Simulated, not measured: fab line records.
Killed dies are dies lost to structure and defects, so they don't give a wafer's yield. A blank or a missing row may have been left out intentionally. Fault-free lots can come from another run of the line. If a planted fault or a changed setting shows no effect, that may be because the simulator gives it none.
Matching of chambers -- flow gf180mcu -- pecvd-04 running GF_V2_CVD_02: 3 sister chambers
The step deposits SiO2 from TEOS, target thk 850 nm, time 94.851 s. 3 wafers are shown with their chamber, then 8 later ones without.

WAFERS WITH THEIR CHAMBER
wafer,chamber,heater_power_w (W)
L081.1,2,721
L081.2,1,627
L081.4,0,700

WAFERS WHOSE CHAMBER IS MISSING
wafer,heater_power_w (W)
L081.5,664
L081.6,557
L082.1,674
L082.2,645
L082.4,660
L084.4,716
L084.5,635
L084.6,662

CHAMBER TAKEN BY EACH
wafer,from the rows above,in truth
L081.5,can't be placed: 0 or 1 or 2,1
L081.6,1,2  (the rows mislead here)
L082.1,can't be placed: 0 or 1 or 2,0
L082.2,can't be placed: 1 or 0 or 2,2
L082.4,can't be placed: 1 or 0 or 2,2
L084.4,can't be placed: 2 or 0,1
L084.5,can't be placed: 1 or 0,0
L084.6,can't be placed: 1 or 0 or 2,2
Placed correctly: 0 of 8. Cannot be placed on the basis of these rows: 7; the candidates contain the true chamber in 6. Wrongly placed: 1.
How it was worked out, from the rows above alone: a wafer's distance from a chamber is the root of the sum, over the readings, of the square of ((its reading less the chamber's mean) divided by the reading's scatter). The wafer belongs to the nearest chamber; if the next one is less than 2 further off, it can't be placed. A chamber's mean is the mean of its shown wafers. The scatter: with one shown wafer a chamber, the root of the mean of the squares of how far each hidden wafer lies from its nearest shown one.
